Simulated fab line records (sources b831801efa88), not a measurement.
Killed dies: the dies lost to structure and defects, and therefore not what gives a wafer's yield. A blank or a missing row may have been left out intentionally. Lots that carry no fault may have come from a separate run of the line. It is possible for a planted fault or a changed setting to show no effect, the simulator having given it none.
What tool caused it? + flow sky130 + 24 lots, 72 wafers sampled, at 4 steps of a route of 708

== WHAT THE GAUGES READ, wafer by wafer ==
SKY_POLY_GATE_THK_MEAS_04.
| lot  | measured     | on            | POLY_GATE_CVD_03_THK (nm) |
|------|--------------|---------------|---------------------------|
| L074 | day 15 08:43 | film metro-03 | 75.1 75.6 74.8            |
| L075 | day 15 15:53 | film metro-01 | 75.5 75.5 76.1            |
| L076 | day 15 20:14 | film metro-01 | 75.5 75.6 75.3            |
| L077 | day 16 01:44 | film metro-03 | 74.9 75.6 75.1            |
| L078 | day 16 12:43 | film metro-04 | 73.9 74.3 74.4            |
| L079 | day 16 21:46 | film metro-03 | 75.3 74.7 75.3            |
| L080 | day 17 03:08 | film metro-03 | 74.5 74.0 74.7            |
| L081 | day 17 16:38 | film metro-01 | 75.7 76.2 75.2            |
| L082 | day 18 02:11 | film metro-01 | 75.8 75.1 75.1            |
| L083 | day 18 14:38 | film metro-01 | 74.9 74.6 75.7            |
| L084 | day 18 19:59 | film metro-03 | 76.1 76.1 76.2            |
| L085 | day 19 06:53 | film metro-01 | 74.7 74.3 74.9            |
| L086 | day 19 15:07 | film metro-04 | 75.1 75.0 75.0            |
| L087 | day 20 04:55 | film metro-04 | 73.7 74.4 74.6            |
| L088 | day 20 07:59 | film metro-04 | 75.2 75.2 74.9            |
| L089 | day 20 20:17 | film metro-01 | 74.8 75.1 74.6            |
| L090 | day 20 23:20 | film metro-03 | 74.7 75.3 74.8            |
| L091 | day 21 05:29 | film metro-03 | 74.4 75.0 74.9            |
| L092 | day 21 11:23 | film metro-03 | 74.4 74.5 74.7            |
| L093 | day 21 17:31 | film metro-04 | 73.9 73.7 73.6            |
| L094 | day 22 03:21 | film metro-01 | 75.6 75.6 75.4            |
| L095 | day 22 15:14 | film metro-03 | 75.1 75.0 75.4            |
| L096 | day 23 04:05 | film metro-03 | 74.1 73.2 73.5            |
| L097 | day 23 10:25 | film metro-04 | 74.7 74.9 74.9            |

SKY_SD_N_CD_MEAS_07: target cd 380 nm.
| lot  | measured     | on        | cd nm (nm)        |
|------|--------------|-----------|-------------------|
| L074 | day 28 05:41 | cd sem-01 | 378.7 379.0 380.0 |
| L075 | day 28 08:46 | cd sem-02 | 383.6 382.9 381.1 |
| L076 | day 28 12:17 | cd sem-01 | 384.8 381.7 384.5 |
| L077 | day 28 20:59 | cd sem-01 | 381.7 382.1 378.6 |
| L078 | day 29 03:46 | cd sem-02 | 379.2 382.1 376.0 |
| L079 | day 29 13:20 | cd sem-01 | 379.3 375.4 376.5 |
| L080 | day 29 18:16 | cd sem-02 | 375.4 377.5 376.4 |
| L081 | day 30 07:05 | cd sem-01 | 384.1 387.7 386.6 |
| L082 | day 30 17:04 | cd sem-01 | 381.5 382.3 381.7 |
| L083 | day 31 05:17 | cd sem-02 | 379.4 383.2 382.9 |
| L084 | day 31 06:26 | cd sem-02 | 380.2 386.1 382.2 |
| L085 | day 31 16:47 | cd sem-01 | 380.5 381.8 382.2 |
| L086 | day 31 23:38 | cd sem-02 | 379.0 378.1 376.1 |
| L087 | day 33 08:41 | cd sem-01 | 382.6 381.0 383.1 |
| L088 | day 33 09:13 | cd sem-02 | 381.7 382.3 381.0 |
| L089 | day 33 09:29 | cd sem-01 | 383.4 381.3 382.4 |
| L090 | day 33 10:40 | cd sem-02 | 383.9 385.4 385.2 |
| L091 | day 33 12:08 | cd sem-01 | 376.4 377.4 380.2 |
| L092 | day 33 14:31 | cd sem-01 | 383.7 382.6 381.2 |
| L093 | day 33 16:41 | cd sem-02 | 379.0 378.3 379.2 |
| L094 | day 34 03:55 | cd sem-01 | 375.8 379.0 378.5 |
| L095 | day 34 17:25 | cd sem-01 | 380.3 380.1 379.1 |
| L096 | day 35 05:14 | cd sem-02 | 382.0 381.3 381.8 |
| L097 | day 35 06:53 | cd sem-01 | 377.3 379.0 377.1 |

SKY_LI_CONTACT_OVL_MEAS_13.
| lot  | measured     | on         | LI_CONTACT_OVL (nm) |
|------|--------------|------------|---------------------|
| L074 | day 29 11:59 | overlay-02 | 2 12 8              |
| L075 | day 29 13:42 | overlay-01 | 7 2 4               |
| L076 | day 29 16:39 | overlay-02 | 7 7 4               |
| L077 | day 30 03:20 | overlay-02 | -6 -4 -9            |
| L078 | day 30 10:00 | overlay-01 | -3 -6 -3            |
| L079 | day 30 20:43 | overlay-01 | 2 2 1               |
| L080 | day 31 00:32 | overlay-02 | 7 8 0               |
| L081 | day 31 12:53 | overlay-02 | 1 -3 -6             |
| L082 | day 31 22:08 | overlay-01 | -4 -3 0             |
| L083 | day 32 10:18 | overlay-01 | 3 -1 4              |
| L084 | day 32 11:05 | overlay-02 | 3 19 10             |
| L085 | day 32 21:21 | overlay-02 | -1 2 11             |
| L086 | day 33 04:29 | overlay-01 | 1 8 5               |
| L087 | day 34 13:38 | overlay-01 | 13 2 12             |
| L088 | day 34 14:14 | overlay-02 | 10 5 7              |
| L089 | day 34 14:35 | overlay-02 | 8 4 7               |
| L090 | day 34 15:32 | overlay-02 | -2 -5 -4            |
| L091 | day 34 17:05 | overlay-02 | 4 -1 -2             |
| L092 | day 34 18:50 | overlay-02 | -6 1 -1             |
| L093 | day 34 20:56 | overlay-02 | 0 6 6               |
| L094 | day 35 08:02 | overlay-02 | 16 3 9              |
| L095 | day 35 20:57 | overlay-02 | 7 8 2               |
| L096 | day 36 08:59 | overlay-01 | 11 12 12            |
| L097 | day 36 10:07 | overlay-01 | -1 -5 -4            |

SKY_LOCAL_INTERCONNECT_CD_MEAS_11: target cd 170 nm.
| lot  | measured     | on        | cd nm (nm)        |
|------|--------------|-----------|-------------------|
| L074 | day 30 17:44 | cd sem-02 | 170.8 169.7 171.3 |
| L075 | day 30 19:19 | cd sem-01 | 169.9 169.8 170.8 |
| L076 | day 30 21:56 | cd sem-01 | 170.6 171.0 170.1 |
| L077 | day 31 09:07 | cd sem-02 | 169.8 168.7 168.4 |
| L078 | day 31 15:17 | cd sem-02 | 167.2 168.3 168.3 |
| L079 | day 32 01:25 | cd sem-02 | 171.2 170.9 172.1 |
| L080 | day 32 05:28 | cd sem-01 | 171.3 172.2 171.3 |
| L081 | day 32 17:12 | cd sem-01 | 167.7 168.8 167.8 |
| L082 | day 33 02:01 | cd sem-02 | 171.0 172.7 172.1 |
| L083 | day 33 15:17 | cd sem-01 | 171.3 171.1 169.8 |
| L084 | day 33 15:36 | cd sem-01 | 170.6 170.8 170.7 |
| L085 | day 34 02:40 | cd sem-01 | 170.0 171.0 168.8 |
| L086 | day 34 07:44 | cd sem-01 | 169.1 169.8 171.4 |
| L087 | day 35 17:17 | cd sem-01 | 169.2 167.5 169.4 |
| L088 | day 35 17:37 | cd sem-02 | 168.8 166.9 169.1 |
| L089 | day 35 17:48 | cd sem-01 | 172.2 171.4 171.6 |
| L090 | day 35 19:05 | cd sem-02 | 167.6 166.8 165.5 |
| L091 | day 35 20:41 | cd sem-01 | 172.0 171.2 171.8 |
| L092 | day 35 21:28 | cd sem-02 | 169.0 169.7 168.9 |
| L093 | day 36 00:29 | cd sem-02 | 169.9 170.4 169.9 |
| L094 | day 36 11:13 | cd sem-02 | 172.1 171.7 171.4 |
| L095 | day 37 00:13 | cd sem-02 | 168.0 169.5 171.3 |
| L096 | day 37 12:50 | cd sem-01 | 168.3 169.9 169.2 |
| L097 | day 37 13:29 | cd sem-01 | 168.6 169.8 169.6 |

== EACH LOT AND THE TOOL THAT RAN IT (in order: tool; ch and the chambers of the sampled wafers; start) ==
The record shows no process step preceding these readings.

== WHAT THE TOOLS THEMSELVES READ (means of the sampled wafers that have a number; where no wafer has one, the mark that the record gives instead) ==
The record holds no such reading with a usual standard deviation.

== THE ANSWER, worked out from the rows above alone ==
Rule: what is usual is taken from the lots themselves. The widest of any qualifying gaps counts: lots, ordered by their means at a reading, are off when they make up no more than a third of the lots, leave a main group of 4 or more, and stand apart from it by 3 or more times the standard deviation of that group's means. The tables above print the reading to a certain number of digits; a main group whose means all agree to those digits is not used. Also off: a lot with no number at a reading for which 4 or more lots have one. All remaining lots with rows at the step are treated as sound. After the gauges, taken in route order, come the tools' own readings; for these a lot's mean is taken, as printed above. At the first step where some lot is off, the reading lying furthest off is the one used; lots without a number count as furthest.
No lot is off on any of the readings shown, so nothing can be concluded from this.

== WHAT WAS PUT IN BY THE SIMULATOR ==
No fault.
